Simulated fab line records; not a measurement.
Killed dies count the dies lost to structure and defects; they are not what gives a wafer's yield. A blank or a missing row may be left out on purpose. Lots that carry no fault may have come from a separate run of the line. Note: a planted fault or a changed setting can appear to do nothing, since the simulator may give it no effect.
Matching of chambers | flow gf180mcu | cmp-02 running GF_V4_CMP_04: 4 sister chambers
The step polishes SiO2. 4 wafers are shown with their chamber, then 7 later ones without.

WAFERS WITH THEIR CHAMBER
wafer  | chamber | motor current A (A)
L496.3 | 2       | 10.9
L496.4 | 3       | 10.3
L505.4 | 1       | 14.5
L505.5 | 0       | 15.3

WAFERS WHOSE CHAMBER IS MISSING
wafer  | motor current A (A)
L505.6 | 10.4
L508.1 | 15.6
L508.3 | 14.6
L508.6 | 16.0
L509.1 | 15.8
L509.2 | 10.9
L509.3 | 10.2

CHAMBER TAKEN BY EACH
wafer  | from the rows above     | in truth
L505.6 | can't be placed: 3 or 2 | 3
L508.1 | 0                       | 0
L508.3 | can't be placed: 1 or 0 | 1
L508.6 | 0                       | 0
L509.1 | 0                       | 0
L509.2 | can't be placed: 2 or 3 | 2
L509.3 | can't be placed: 3 or 2 | 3
3 of 7 placed correctly. These rows do not allow placing 4 (true chamber among the candidates in 4). Placed wrongly: 0.
How it was worked out, from the rows above alone: a wafer's distance from a chamber is the root of the sum, over the readings, of the square of ((its reading less the chamber's mean) divided by the reading's scatter). The wafer belongs to the nearest chamber; if the next one is less than 2 further off, it can't be placed. A chamber's mean is the mean of its shown wafers. The scatter: root of mean squared gap, hidden wafer to nearest shown wafer, with one shown wafer a chamber.
